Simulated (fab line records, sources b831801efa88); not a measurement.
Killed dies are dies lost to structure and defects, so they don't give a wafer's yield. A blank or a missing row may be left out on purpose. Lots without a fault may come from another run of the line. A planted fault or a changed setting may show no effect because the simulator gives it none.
A struck lot beside a sound one | flow sky130 | 16 steps out of a route of 708
Sound: wafers L284.3, L284.4, L284.5. Struck: wafers L295.2, L295.4, L295.5. The cause comes at the end.
At each step with rows: each side's tool, then ch and its chambers, then its first start. Under that, the readings that differ: sound wafers | struck wafers | difference of the means | sigmas: that difference in standard deviations of wafers without a fault.
alike: readings whose means differ by less than 2 such deviations, and words and numbers that are the same on both sides. not compared: withheld readings, readings that some wafer has no value for, bounds like >300 that may hide the same value, and numbers for which the record gives no deviation and whose values overlap.
The two part at a step that has a row with sigmas, a row that says differs or no value, or rows on one side only. Numbers that don't overlap but have no deviation are shown without sigmas and don't part them. A reading that every wafer of one side lacks parts them only if that side has two wafers or more.

SKY_NWELL_RS_MEAS_29: measures by four-point-probe.
  sound on film_metro-04, day 5 17:01; struck on film_metro-04, day 8 18:37
  alike: NWELL_RS
SKY_NWELL_RS_MEAS_31: measures by four-point-probe.
  sound on film_metro-04, day 5 17:15; struck on film_metro-04, day 8 18:51
  alike: PWDE_RS
then, 7 steps without rows for these wafers: SKY_VT_ADJUST_HVTP_DEHYDRATE_00 (time 60 s); SKY_VT_ADJUST_HVTP_HMDS_01 (prime time 60 s); SKY_VT_ADJUST_HVTP_COAT_02 (resist thk 1140 nm); SKY_VT_ADJUST_HVTP_SOFTBAKE_03 (time 60 s); SKY_VT_ADJUST_HVTP_EXPOSE_04 (exposes mask HVTPM, target cd 380 nm); SKY_VT_ADJUST_HVTP_PEB_05; SKY_VT_ADJUST_HVTP_DEVELOP_06 (develop time 60 s).
SKY_VT_ADJUST_HVTP_CD_MEAS_07: target cd 380 nm.
  sound on cd_sem-02, day 6 12:02; struck on cd_sem-01, day 9 16:22
  alike: cd_nm
SKY_VT_ADJUST_HVTP_OVL_MEAS_08:
  sound on overlay-01, day 6 12:07; struck on overlay-01, day 9 16:28
  alike: VT_ADJUST_HVTP_OVL
SKY_VT_ADJUST_HVTP_IMPLANT_09:
  sound on implanter-01 ch 0, day 6 12:12; struck on implanter-02 ch 0, day 9 16:31
  reading                   | sound                | struck               | difference | sigmas
  beam_energy_keV           | 150.02 149.94 149.98 | 167.86 167.96 167.85 | +17.91     | +99 or more
  model.implant.rp_nm (nm)  | 83.68 83.68 83.68    | 91.82 91.82 91.82    | +8.14      |
  model.implant.drp_nm (nm) | 33.4 33.4 33.4       | 36.64 36.64 36.64    | +3.24      |
  alike: dose_ions_cm2
SKY_VT_ADJUST_HVTP_STRIP_10: strips in O2/N2.
  sound on plasma_asher-04 ch 0,1, day 6 12:20; struck on plasma_asher-04 ch 0,1, day 9 16:39
  alike: drypump_motor_current_A, oes_product_au, strip_time_to_endpoint_s
  not compared: rf_hours_counter_h
SKY_VT_ADJUST_HVTP_TW_MEAS_11:
  sound on film_metro-03, day 6 12:25; struck on film_metro-01, day 9 16:46
  reading           | sound          | struck         | difference | sigmas
  VT_ADJUST_HVTP_TW | 1360 1347 1352 | 1398 1397 1396 | +44        | +4
then, 1 step without rows for these wafers: SKY_VT_ADJUST_LVTN_DEHYDRATE_00 (time 60 s).
-- the record jumps here: 39 days lie between the struck wafers' starts before and after (it left off in module VT_ADJUST_LVTN and takes up again in module PAD_OPEN, whose first step shown is number 708 of the route) --
SKY_PAD_OPEN_PROBE_99:
  sound on prober-02, day 46 08:15; struck on prober-01, day 49 04:16
  no value came back on the struck wafers for any of 8 readings (model.etest.tip_p.rs_ohm_sq, model.etest.pfet_01v8.r_on_ohm_um and others); on the sound wafers model.etest.tip_p.rs_ohm_sq reads 6955 6981 6974
  alike: killed_at_M0_to_M3, killed_at_M4_up, killed_at_contacts, killed_at_front_end, killed_at_other, killed_dies, killed_open, killed_short

WHERE THEY PART
First at SKY_VT_ADJUST_HVTP_IMPLANT_09; last, within this record, at SKY_PAD_OPEN_PROBE_99.

WHY: what the simulator had put in
Process parameter drift: implanter-02, from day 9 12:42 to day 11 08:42, at SKY_VT_ADJUST_HVTP_IMPLANT_09. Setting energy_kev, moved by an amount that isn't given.
